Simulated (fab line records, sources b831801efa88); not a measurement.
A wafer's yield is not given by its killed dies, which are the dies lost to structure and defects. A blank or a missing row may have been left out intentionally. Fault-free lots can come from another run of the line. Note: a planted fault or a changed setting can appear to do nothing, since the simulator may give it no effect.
Which tool did it? | flow gf180mcu | 6 lots, 18 wafers sampled, at 2 steps of a route of 602

== WHAT THE GAUGES SHOWED, per wafer ==
GF_HV_LDD_THK_MEAS_57.
lot  | measured     | on            | HV_LDD_CVD_56_THK (nm)
L511 | day 13 14:20 | film metro-01 | 85.5 84.3 84.4 85.4 84.3 84.4
L520 | day 17 05:15 | film metro-01 | 91.5 91.0 91.1
L522 | day 17 21:34 | film metro-01 | 89.6 89.4 89.8
L525 | day 18 19:34 | film metro-03 | 89.3 90.2 89.0
L527 | day 19 09:35 | film metro-03 | 90.1 90.8 90.5
L530 | day 20 04:13 | film metro-03 | 89.6 89.3 89.7

== TOOL THAT RAN EACH LOT (tool first, then ch and the chambers of the sampled wafers, then the start) ==
lot  | GF_HV_LDD_CVD_56
L511 | lpcvd-02 ch 0, day 13 12:54
L520 | lpcvd-02 ch 1, day 17 03:49
L522 | lpcvd-01 ch 0, day 17 20:08
L525 | lpcvd-01 ch 0, day 18 18:08
L527 | lpcvd-01 ch 0, day 19 08:08
L530 | lpcvd-02 ch 1, day 20 02:41
- GF_HV_LDD_CVD_56: deposits Si3N4 from DCS/NH3, target thk 90 nm, time 1543 s.

== THE ANSWER, worked out from the rows above alone ==
Rule: usual is defined by the lots themselves. The widest of any qualifying gaps counts: lots, ordered by their means at a reading, are off when they make up no more than a third of the lots, leave a main group of 4 or more, and stand apart from it by 3 or more times the standard deviation of that group's means. The tables above print the reading to a certain number of digits; a main group whose means all agree to those digits is not used. Also off: a lot with no number at a reading for which 4 or more lots have one. Any other lot the step has rows for is counted as sound.
Off: at GF_HV_LDD_THK_MEAS_57 (HV_LDD_CVD_56_THK), L511. The main group has a mean of 90.1 nm with a standard deviation of 0.67.
If a tool, at a process step before that reading, ran all the lots that are off and no sound lot after the first of them, it fits. Those tools and the gauges at GF_HV_LDD_THK_MEAS_57 are tried in the same way. Not one of the candidates tried fits.

== WHAT THE SIMULATOR HAD INSERTED ==
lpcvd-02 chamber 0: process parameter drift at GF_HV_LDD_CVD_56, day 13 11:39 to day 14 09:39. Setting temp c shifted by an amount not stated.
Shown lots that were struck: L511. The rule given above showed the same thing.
